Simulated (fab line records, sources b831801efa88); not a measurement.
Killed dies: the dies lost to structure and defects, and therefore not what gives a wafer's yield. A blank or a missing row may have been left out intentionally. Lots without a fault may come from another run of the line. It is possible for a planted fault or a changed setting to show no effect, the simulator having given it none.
fab line records	flow sky130	part 1 of 2: steps 1 to 43 of 44
record lots=5	wafers=15	lastDay=50
route steps=708 shown METAL2@497 VIA2@507 METAL3@532 CAPM@537 PAD_OPEN@708
lots untouched by any fault: they come from a run of this same line in which no faults occurred
startH: hours from the record's first day to the start of the lot's first wafer shown	waitH: hours since the lot's step before	" same as the row above	L1.1+2: several wafers, shown together as one row	- no value, or no start was given	* or withheld: withheld	< > ~ a bound
route shown NAME@n: names a module that has steps shown in the file, with the first one's number in the route	usual: mean and standard deviation over wafers with no fault	same: alike in all rows	chamber/n: place in a boat	sites: the reading at each site	_std_site: standard deviation across them	_edge_site: the outer-site mean with the inner-site mean subtracted	radiusMm: how far each site lies from the wafer's centre	mask NAME#n: copy n	behind: the last tool/chamber to shape the wafer	hold: reason for holding the lot/hours on hold/outcome of the hold	device: transistor that didn't switch, given as n, p or np	end of line: tests run on the same wafers once the route is complete	step lacking rows: just its recipe	killed: at the first sort, the dies lost to defects and structure; wafer yield is something else	map: shows each die of a wafer: x if killed, . if not, _ if none is there
set.NAME: the setting that was run; set.NAME@STEP: the one run at that earlier step	model.NAME: the simulator's own value behind a step, which no gauge read
lots at some steps of the route; a table a step, a row a wafer
services: the hour from which a tool's chamber was out of use, counted from the record's first day as startH (under 0 if before that day), plus the number of hours and why
## steps
# step SKY_METAL2_DEVELOP_14
# recipe developTimeS=60	resist=KrF-thick	devTempC=21
# step SKY_METAL2_CD_MEAS_15
# recipe targetCdNm=140
# usual cdNm=139.8/1.7
lot.wafer	tool	chamber	startH	waitH	cdNm
L818.1	cdSem-01	-	834.92	-	139.6
L818.2	"	-	"	"	139.6
L818.6	"	-	"	"	138.6
L820.3	cdSem-01	-	845.06	-	138.8
L820.4	"	-	"	"	139.2
L820.5	"	-	"	"	137.4
L826.4	cdSem-02	-	890.98	-	141.4
L826.5	"	-	"	"	141.9
L826.6	"	-	"	"	140.6
L827.3	cdSem-02	-	898.16	-	137.4
L827.5	"	-	"	"	138.9
L827.6	"	-	"	"	137.4
L838.1	cdSem-02	-	974.70	-	139.8
L838.4	"	-	"	"	142.3
L838.6	"	-	"	"	140.0
# step SKY_METAL2_OVL_MEAS_16
# usual METAL2_OVL=4/5
lot.wafer	tool	chamber	startH	waitH	METAL2_OVL[nm]
L818.1	overlay-02	-	835.04	0.1	2
L818.2	"	-	"	"	-2
L818.6	"	-	"	"	-3
L820.3	overlay-02	-	845.15	0.1	5
L820.4	"	-	"	"	3
L820.5	"	-	"	"	3
L826.4	overlay-02	-	891.06	0.1	9
L826.5	"	-	"	"	13
L826.6	"	-	"	"	7
L827.3	overlay-02	-	898.25	0.1	5
L827.5	"	-	"	"	8
L827.6	"	-	"	"	11
L838.1	overlay-02	-	974.82	0.1	2
L838.4	"	-	"	"	9
L838.6	"	-	"	"	8
# step SKY_METAL2_DESCUM_17
# recipe chemistry=O2	sourcePowerW=150	biasPowerW=0	pressureMtorr=10	tempC=40	timeS=8
# step SKY_METAL2_ETCH_18
# recipe chemistry=N2/H2	target=BARC	ionEnergyEv=200	biasW=100	pressureMtorr=30	n2FlowSccm=100	h2FlowSccm=200	icpW=500	stopOn=SiO2	timeS=45.9	targetDepthA=600
# step SKY_METAL2_METAL_ETCH_19
# recipe targetDepthA=3600	stopOn=SiO2	overEtchFrac=0.3	timeS=78	chemistry=Cl2/BCl3	resistSidewallDeg=88	pressureMtorr=10	icpW=900	biasW=48.5	Cl2_flow_sccm=60	bcl3FlowSccm=30
# step SKY_METAL2_STRIP_20
# recipe chemistry=O2/N2	powerW=1400	pressureMtorr=1500	platenTempC=withheld	o2FlowSccm=3000	n2FlowSccm=300	overashFraction=0.5
# usual chamberPressureMTorr=1500.0/1.5	drypumpMotorCurrentA=5.6/0.42	oesProductAu=0.342/0.0041	stripTimeToEndpointS=2.680/0.026
# same overashFraction=0.5
lot.wafer	tool	chamber	startH	waitH	chamberPressureMTorr	drypumpMotorCurrentA	oesProductAu	rfHoursCounterH	stripTimeToEndpointS
L818.1	plasmaAsher-03	1	835.26	0.1	1501.4	5.9	0.343	9	2.683
L818.2	"	0	"	"	1500.3	6.0	0.337	9	2.734
L818.6	"	0	"	"	1499.1	6.0	0.347	-	2.671
L820.3	plasmaAsher-02	0	845.39	0.1	1498.3	5.5	0.343	-	2.685
L820.4	"	1	"	"	1497.9	5.7	0.335	-	2.623
L820.5	"	0	"	"	1502.3	5.6	0.351	-	2.641
L826.4	plasmaAsher-01	1	891.29	0.1	1498.9	5.4	0.338	-	2.706
L826.5	"	1	"	"	1500.0	5.4	0.338	-	2.712
L826.6	"	0	"	"	1501.8	4.8	0.342	-	2.687
L827.3	plasmaAsher-01	0	898.49	0.1	1498.7	4.8	0.340	-	2.682
L827.5	"	0	"	"	1500.5	4.8	0.339	-	2.706
L827.6	"	1	"	"	1499.5	5.5	0.345	-	2.682
L838.1	plasmaAsher-01	1	975.04	0.1	1498.1	5.4	0.340	59	2.720
L838.4	"	0	"	"	1499.2	4.8	0.342	-	2.666
L838.6	"	1	"	"	1498.8	5.4	0.341	-	2.680
# step SKY_METAL2_STRIP_21
# recipe chemistry=postEtchResidueRemover	timeS=1200	tempC=72.5
# step SKY_METAL2_CLEAN_22
# recipe chemistry=IPA	timeS=180	tempC=25
# step SKY_METAL2_CLEAN_23
# recipe chemistry=O3/DIW	dry=n2Spin
# step SKY_VIA2_HDPCVD_00
# recipe material=SiO2	targetThkNm=1180	sigmaOpenFrac=0.3	timeS=196.7	tempC=400	sih4FlowSccm=60	pressureMtorr=6
# step SKY_VIA2_THK_MEAS_01
# recipe reads=SiO2_of_VIA2_HDPCVD_00
# usual VIA2_HDPCVD_THK=1179/12
lot.wafer	tool	chamber	startH	waitH	VIA2_HDPCVD_THK[nm]
L818.1	filmMetro-04	-	835.98	0.1	1168
L818.2	"	-	"	"	1173
L818.6	"	-	"	"	1176
L820.3	filmMetro-02	-	846.10	0.1	1192
L820.4	"	-	"	"	1204
L820.5	"	-	"	"	1188
L826.4	filmMetro-02	-	892.01	0.0	1175
L826.5	"	-	"	"	1174
L826.6	"	-	"	"	1174
L827.3	filmMetro-03	-	899.20	0.1	1183
L827.5	"	-	"	"	1191
L827.6	"	-	"	"	1176
L838.1	filmMetro-02	-	975.76	0.1	1171
L838.4	"	-	"	"	1187
L838.6	"	-	"	"	1178
# step SKY_VIA2_CMP_02
# recipe material=SiO2	downForcePsi=4	platenRpm=60	padVelocityMS=0.94248
# usual headPressurePsi=4.000/0.0077	motorCurrentA=12.5/1.3	platenRpm=60.00/0.04
lot.wafer	tool	chamber	startH	waitH	headPressurePsi	motorCurrentA	platenRpm	model.SiO2_of_VIA2_HDPCVD_00.thkNm
L818.2	cmp-02	3	836.04	0.0	4.002	12.1	59.97	495.3
L818.1	"	0	"	"	3.998	13.1	60.07	495.3
L818.6	"	3	"	"	4.003	11.9	60.04	495.6
L820.3	cmp-01	0	846.19	0.1	4.011	11.7	59.96	495.4
L820.4	"	1	"	"	3.994	12.3	59.97	495.4
L820.5	"	3	"	"	3.988	13.3	59.99	494.4
L826.4	cmp-01	2	892.39	0.4	4.003	10.0	60.01	495.1
L826.6	"	1	"	"	3.997	12.0	60.01	493.7
L826.5	"	2	"	"	4.013	10.7	60.06	494.7
L827.3	cmp-02	2	899.29	0.1	4.004	12.1	60.04	445.8
L827.5	"	1	"	"	4.006	15.5	60.05	445.9
L827.6	"	2	"	"	3.998	12.0	60.02	494.7
L838.4	cmp-01	3	975.87	0.1	3.998	12.7	59.96	493
L838.1	"	0	"	"	3.992	12.1	60.02	492.8
L838.6	"	3	"	"	4.002	13.2	59.95	494.1
# step SKY_VIA2_BOW_MEAS_03
# recipe mode=bow
# usual VIA2_BOW=87/8.1
lot.wafer	tool	chamber	startH	waitH	VIA2_BOW[um]
L818.1	filmMetro-03	-	836.34	0.2	82
L818.2	"	-	"	"	75
L818.6	"	-	"	"	83
L820.3	filmMetro-03	-	846.48	0.2	71
L820.4	"	-	"	"	90
L820.5	"	-	"	"	86
L826.4	filmMetro-02	-	892.70	0.3	93
L826.5	"	-	"	"	85
L826.6	"	-	"	"	78
L827.3	filmMetro-03	-	899.58	0.2	66
L827.5	"	-	"	"	92
L827.6	"	-	"	"	85
L838.1	filmMetro-02	-	976.12	0.1	93
L838.4	"	-	"	"	85
L838.6	"	-	"	"	93
# step SKY_VIA2_DEHYDRATE_04
# recipe tempC=200	timeS=60
# step SKY_VIA2_HMDS_05
# recipe primeTimeS=60	primeTempC=120
# step SKY_VIA2_COAT_06
# recipe resist=BARC	tempC=withheld	timeS=withheld	spinRpm=3000	resistThkNm=60
# step SKY_VIA2_COAT_07
# recipe resist=KrF-thick	spinRpm=3000	resistThkNm=450
# step SKY_VIA2_SOFTBAKE_08
# recipe tempC=100	timeS=90	resist=KrF-thick
# step SKY_VIA2_EXPOSE_09
# recipe maskId=VIM2	na=0.8	sourceShape=annular	sigmaInner=0.55	sigmaOuter=0.85	targetCdNm=200	doseMj=38
# step SKY_VIA2_PEB_10
# recipe pebTempC=withheld	pebTimeS=withheld	resist=KrF-thick
# step SKY_VIA2_DEVELOP_11
# recipe developTimeS=60	resist=KrF-thick	devTempC=21
# step SKY_VIA2_CD_MEAS_12
# recipe targetCdNm=200
# usual cdNm=199.8/1.3
lot.wafer	tool	chamber	startH	waitH	cdNm
L818.1	cdSem-01	-	862.45	-	198.8
L818.2	"	-	"	"	198.8
L818.6	"	-	"	"	198.5
L820.3	cdSem-01	-	871.96	-	201.0
L820.4	"	-	"	"	200.3
L820.5	"	-	"	"	201.7
L826.4	cdSem-01	-	917.31	-	197.0
L826.5	"	-	"	"	198.6
L826.6	"	-	"	"	197.2
L827.3	cdSem-02	-	925.01	-	199.3
L827.5	"	-	"	"	199.5
L827.6	"	-	"	"	199.6
L838.1	cdSem-01	-	999.56	-	197.5
L838.4	"	-	"	"	199.1
L838.6	"	-	"	"	198.9
# step SKY_VIA2_OVL_MEAS_13
# usual VIA2_OVL=-2/5.8
lot.wafer	tool	chamber	startH	waitH	VIA2_OVL[nm]
L818.1	overlay-02	-	862.57	0.1	3
L818.2	"	-	"	"	2
L818.6	"	-	"	"	3
L820.3	overlay-02	-	872.05	0.1	-12
L820.4	"	-	"	"	-10
L820.5	"	-	"	"	-10
L826.4	overlay-02	-	917.39	0.1	-1
L826.5	"	-	"	"	-7
L826.6	"	-	"	"	-4
L827.3	overlay-01	-	925.10	0.1	-8
L827.5	"	-	"	"	-7
L827.6	"	-	"	"	1
L838.1	overlay-02	-	999.68	0.1	-8
L838.4	"	-	"	"	-9
L838.6	"	-	"	"	-5
# step SKY_VIA2_ETCH_14
# recipe chemistry=N2/H2	target=BARC	ionEnergyEv=200	sourceW=500	biasW=100	pressureMtorr=30	n2FlowSccm=100	h2FlowSccm=200	stopOn=SiO2	timeS=45.9	targetDepthA=600
# step SKY_VIA2_ETCH_15
# recipe target=SiO2	chemistry=C4F8/O2/Ar	targetDepthNm=546	stopOn=TiN	maskMaterial=KrF-thick	sourceW=1500	biasW=1200	pressureMtorr=40	c4f8FlowSccm=withheld	O2_flow_sccm=6	Ar_flow_sccm=300	timeS=84
# usual chamberPressureMTorr=40.00/0.041	oesProductAu=0.939/0.0042	rfFwdPowerW=1490/5.1
lot.wafer	tool	chamber	startH	waitH	chamberPressureMTorr	oesProductAu	rfFwdPowerW	model.etch.depthNm	model.VIA2.featureDepthNm
L818.1	rieDiel-03	1	862.65	0.0	40.02	0.941	1480	495.3	495.3
L818.2	"	0	"	"	40.00	0.937	1484	495.3	495.3
L818.6	"	1	"	"	39.98	0.940	1490	495.6	495.6
L820.3	rieDiel-02	1	872.12	0.0	40.01	0.941	1496	495.4	495.4
L820.4	"	0	"	"	39.99	0.934	1494	495.4	495.4
L820.5	"	2	"	"	40.00	0.937	1490	494.4	494.4
L826.4	rieDiel-03	3	917.45	0.0	40.02	0.932	1488	495.1	495.1
L826.5	"	2	"	"	39.99	0.939	1493	494.7	494.7
L826.6	"	3	"	"	40.01	0.938	1492	493.7	493.7
L827.3	rieDiel-03	0	925.17	0.0	39.97	0.877	1484	445.8	445.8
L827.5	"	0	"	"	39.92	0.879	1488	445.9	445.9
L827.6	"	3	"	"	40.00	0.943	1488	494.7	494.7
L838.1	rieDiel-03	1	999.76	0.0	40.02	0.935	1481	492.8	492.8
L838.4	"	0	"	"	39.99	0.940	1486	493	493
L838.6	"	0	"	"	40.05	0.942	1488	494.1	494.1
# step SKY_VIA2_STRIP_16
# recipe chemistry=O2/N2	powerW=1400	pressureMtorr=1500	platenTempC=withheld	o2FlowSccm=3000	n2FlowSccm=300	overashFraction=0.5
# step SKY_VIA2_STRIP_17
# recipe chemistry=postEtchResidueRemover	timeS=1200	tempC=72.5
# step SKY_VIA2_CLEAN_18
# recipe chemistry=IPA	timeS=180	tempC=25
# step SKY_VIA2_CLEAN_19
# recipe chemistry=O3/DIW	dry=n2Spin
# step SKY_VIA2_SPUTTER_20
# recipe material=TiN	targetThkNm=20	chamberPressurePa=5	powerW=4000	timeS=80
# usual chamberPressurePa=5.000/0.009	throttleValvePct=30.2/0.68
lot.wafer	tool	chamber	startH	waitH	chamberPressurePa	throttleValvePct
L818.1	pvdSputter-02	-	863.31	0.0	4.990	30.6
L818.2	"	-	"	"	4.997	30.1
L818.6	"	-	"	"	5.009	30.3
L820.3	pvdSputter-01	-	872.78	0.0	5.013	29.8
L820.4	"	-	"	"	4.998	29.0
L820.5	"	-	"	"	5.001	30.1
L826.4	pvdSputter-01	-	918.14	0.0	4.997	29.1
L826.5	"	-	"	"	5.003	30.6
L826.6	"	-	"	"	5.002	29.0
L827.3	pvdSputter-02	-	925.86	0.0	5.009	30.4
L827.5	"	-	"	"	5.011	30.3
L827.6	"	-	"	"	5.018	30.2
L838.1	pvdSputter-02	-	1000.43	0.0	4.980	30.9
L838.4	"	-	"	"	4.994	29.9
L838.6	"	-	"	"	5.000	30.2
# step SKY_VIA2_CVD_21
# recipe material=W	targetThkNm=420	timeS=126.4	tempC=400	pressureTorr=40
# usual chamberPressureTorr=40.00/0.088	heaterPowerW=898/83
lot.wafer	tool	chamber	startH	waitH	chamberPressureTorr	heaterPowerW
L818.1	cvdW-01	0	863.37	0.0	40.00	834
L818.2	"	1	"	"	39.96	1006
L818.6	"	1	"	"	39.89	1019
L820.3	cvdW-01	1	872.88	0.1	40.03	1009
L820.4	"	0	"	"	40.04	839
L820.5	"	0	"	"	40.06	824
L826.4	cvdW-01	1	918.25	0.1	40.01	1031
L826.5	"	1	"	"	40.04	1026
L826.6	"	0	"	"	39.97	837
L827.3	cvdW-01	0	925.97	0.1	40.14	838
L827.5	"	1	"	"	39.96	1041
L827.6	"	0	"	"	40.09	834
L838.1	cvdW-01	1	1000.49	0.0	39.90	1022
L838.4	"	0	"	"	39.98	830
L838.6	"	1	"	"	40.06	1029
# step SKY_VIA2_RS_MEAS_22
# recipe thkMeasGauge=four-point-probe	reads=W_of_VIA2_CVD_21+TiN_of_VIA2_SPUTTER_20
# usual VIA2_W_RS=0.2743/0.0028
lot.wafer	tool	chamber	startH	waitH	VIA2_W_RS[ohm/sq]
L818.1	filmMetro-04	-	863.50	0.1	0.2727
L818.2	"	-	"	"	0.2707
L818.6	"	-	"	"	0.2733
L820.3	filmMetro-02	-	873.01	0.1	0.2741
L820.4	"	-	"	"	0.2720
L820.5	"	-	"	"	0.2701
L826.4	filmMetro-04	-	918.39	0.1	0.2760
L826.5	"	-	"	"	0.2783
L826.6	"	-	"	"	0.2764
L827.3	filmMetro-02	-	926.09	0.1	0.2738
L827.5	"	-	"	"	0.2741
L827.6	"	-	"	"	0.2716
L838.1	filmMetro-02	-	1000.62	0.1	0.2744
L838.4	"	-	"	"	0.2714
L838.6	"	-	"	"	0.2712
# step SKY_VIA2_THK_MEAS_23
# recipe thkMeasGauge=xrf	reads=W_of_VIA2_CVD_21
# usual VIA2_W_THK=394/4.5
lot.wafer	tool	chamber	startH	waitH	VIA2_W_THK[nm]
L818.1	filmMetro-04	-	863.62	0.1	397
L818.2	"	-	"	"	400
L818.6	"	-	"	"	397
L820.3	filmMetro-02	-	873.11	0.1	396
L820.4	"	-	"	"	396
L820.5	"	-	"	"	401
L826.4	filmMetro-04	-	918.48	0.1	393
L826.5	"	-	"	"	393
L826.6	"	-	"	"	393
L827.3	filmMetro-02	-	926.19	0.1	394
L827.5	"	-	"	"	396
L827.6	"	-	"	"	397
L838.1	filmMetro-02	-	1000.74	0.1	389
L838.4	"	-	"	"	398
L838.6	"	-	"	"	395
# step SKY_VIA2_CMP_24
# recipe stopOn=SiO2	tOverpolishS=20	downForcePsi=3.5	platenRpm=60	targetThkNm=0	padVelocityMS=0.94248
# step SKY_METAL3_SPUTTER_00
# recipe material=Ti	targetThkNm=15	powerW=3000	timeS=10	chamberPressurePa=0.4
# usual chamberPressurePa=0.4000/0.00085	throttleValvePct=30.6/1
lot.wafer	tool	chamber	startH	waitH	chamberPressurePa	throttleValvePct
L818.1	pvdSputter-01	-	863.98	0.2	0.4004	28.8
L818.2	"	-	"	"	0.3988	31.4
L818.6	"	-	"	"	0.3995	29.7
L820.3	pvdSputter-03	-	873.45	0.2	0.4000	30.2
L820.4	"	-	"	"	0.4005	31.6
L820.5	"	-	"	"	0.3998	32.3
L826.4	pvdSputter-02	-	918.81	0.1	0.3985	30.3
L826.5	"	-	"	"	0.3984	30.2
L826.6	"	-	"	"	0.3998	30.4
L827.3	pvdSputter-01	-	926.53	0.1	0.3996	30.6
L827.5	"	-	"	"	0.4008	31.2
L827.6	"	-	"	"	0.4002	29.5
L838.1	pvdSputter-03	-	1001.10	0.2	0.4010	31.8
L838.4	"	-	"	"	0.3999	28.7
L838.6	"	-	"	"	0.4003	31.9
# step SKY_METAL3_SPUTTER_01
# recipe material=TiN	targetThkNm=20	powerW=6500	timeS=16.7	chamberPressurePa=0.4
# usual chamberPressurePa=0.3999/0.00083	throttleValvePct=30.6/1
lot.wafer	tool	chamber	startH	waitH	chamberPressurePa	throttleValvePct
L818.1	pvdSputter-01	-	864.00	0.0	0.3999	28.8
L818.2	"	-	"	"	0.4006	31.3
L818.6	"	-	"	"	0.4010	29.6
L820.3	pvdSputter-03	-	873.47	0.0	0.3998	30.2
L820.4	"	-	"	"	0.4001	31.8
L820.5	"	-	"	"	0.3996	31.6
L826.4	pvdSputter-02	-	918.83	0.0	0.3996	30.1
L826.5	"	-	"	"	0.3988	30.2
L826.6	"	-	"	"	0.4003	30.2
L827.3	pvdSputter-01	-	926.56	0.0	0.4004	30.3
L827.5	"	-	"	"	0.4007	31.3
L827.6	"	-	"	"	0.3994	29.6
L838.1	pvdSputter-03	-	1001.12	0.0	0.4008	32.0
L838.4	"	-	"	"	0.3993	28.8
L838.6	"	-	"	"	0.4009	32.1
# step SKY_METAL3_SPUTTER_02
# recipe material=AlCu	targetThkNm=735	powerW=10600	timeS=39.1	chamberPressurePa=0.4
# step SKY_METAL3_SPUTTER_03
# recipe material=Ti	targetThkNm=5	powerW=3000	timeS=3.3	chamberPressurePa=0.4
# step SKY_METAL3_SPUTTER_04
# recipe material=TiN	targetThkNm=70	powerW=6500	timeS=58.3	chamberPressurePa=0.4
# step SKY_CAPM_CVD_00
# recipe material=SiO2	targetThkNm=15.5	tempC=400	timeS=withheld	rfW=450
# step SKY_CAPM_THK_MEAS_01
# recipe reads=SiO2_of_CAPM_CVD_00
# usual CAPM_CVD_00_THK=15.44/0.21
lot.wafer	tool	chamber	startH	waitH	CAPM_CVD_00_THK[nm]
L818.1	filmMetro-01	-	864.17	-	15.50
L818.2	"	-	"	"	15.06
L818.6	"	-	"	"	15.50
L820.3	filmMetro-01	-	873.65	-	15.42
L820.4	"	-	"	"	15.69
L820.5	"	-	"	"	16.04
L826.4	filmMetro-01	-	919.02	-	15.42
L826.5	"	-	"	"	15.38
L826.6	"	-	"	"	15.42
L827.3	filmMetro-04	-	926.73	-	15.27
L827.5	"	-	"	"	15.36
L827.6	"	-	"	"	15.33
L838.1	filmMetro-01	-	1001.28	-	15.49
L838.4	"	-	"	"	15.59
L838.6	"	-	"	"	15.69
# step SKY_METAL3_METAL_ETCH_18
# recipe targetDepthA=8450	stopOn=SiO2	overEtchFrac=0.3	timeS=183.1	chemistry=Cl2/BCl3	resistSidewallDeg=88	pressureMtorr=10	icpW=900	biasW=48.5	Cl2_flow_sccm=60	bcl3FlowSccm=30
# usual chamberPressureMTorr=10.001/0.009	drypumpMotorCurrentA=5.9/0.45	oesProductAu=0.866/0.0065	rfFwdPowerW=896.9/2.8	throttleValvePct=22.265/0.009
lot.wafer	tool	chamber	startH	waitH	chamberPressureMTorr	drypumpMotorCurrentA	oesProductAu	rfFwdPowerW	rfHoursCounterH	throttleValvePct	model.SiO2_of_VIA2_HDPCVD_00.thkNm
L818.1	rieMetal-02	0	916.27	0.0	9.989	5.7	0.860	898.9	15	22.265	464.9
L818.2	"	1	"	"	9.991	6.3	0.862	900.8	10	22.265	465.4
L818.6	"	0	"	"	10.007	5.7	0.865	901.2	-	22.255	465.5
L820.3	rieMetal-04	0	925.88	0.1	10.009	6.4	0.868	901.7	-	22.275	465.8
L820.4	"	1	"	"	10.019	5.5	0.868	897.4	-	22.280	465.7
L820.5	"	1	"	"	10.007	5.5	0.869	897.2	-	22.246	464.8
L826.4	rieMetal-01	1	968.73	0.1	10.002	5.1	0.868	893.1	-	22.270	465.2
L826.5	"	1	"	"	10.002	5.1	0.883	892.1	-	22.263	464.6
L826.6	"	0	"	"	9.988	6.2	0.873	902.5	-	22.267	463.7
L827.3	rieMetal-02	1	976.74	0.1	10.009	6.2	0.864	903.1	-	22.255	416.1
L827.5	"	1	"	"	10.014	6.2	0.853	896.0	-	22.276	416.2
L827.6	"	0	"	"	10.004	5.8	0.863	897.2	-	22.263	464.8
L838.1	rieMetal-01	1	1047.13	0.0	9.985	5.1	0.865	897.7	18	22.263	463.4
L838.4	"	1	"	"	9.994	5.1	0.854	893.4	-	22.258	463.4
L838.6	"	0	"	"	9.998	6.2	0.864	903.0	-	22.274	464.2
## key
firstSign step=SKY_VIA2_ETCH_15	reading=oesProductAu	direction=down	sigmas=15	usual=0.939	struck=0.878
effect none on later readings
modelEffect step=SKY_VIA2_CMP_02	value=SiO2_of_VIA2_HDPCVD_00.thkNm	without=495.4	struck=445.9
modelEffect step=SKY_VIA2_ETCH_15	value=etch.depthNm	without=495.4	struck=445.9
modelEffect step=SKY_METAL3_METAL_ETCH_18	value=SiO2_of_VIA2_HDPCVD_00.thkNm	without=465.7	struck=416.2
metAt SKY_VIA2_CMP_02
struckWafers L827.3,L827.5
onsetBetween 836.04 899.29
fault kind=processParameterDrift	tool=cmp-02	chamber=-	onsetH=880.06	steps=SKY_VIA2_CMP_02	channel=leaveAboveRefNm	offset=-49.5	shape=step	endH=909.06	scope=struckWafersOnly	actsIn=theseRecipesOnly	stated=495
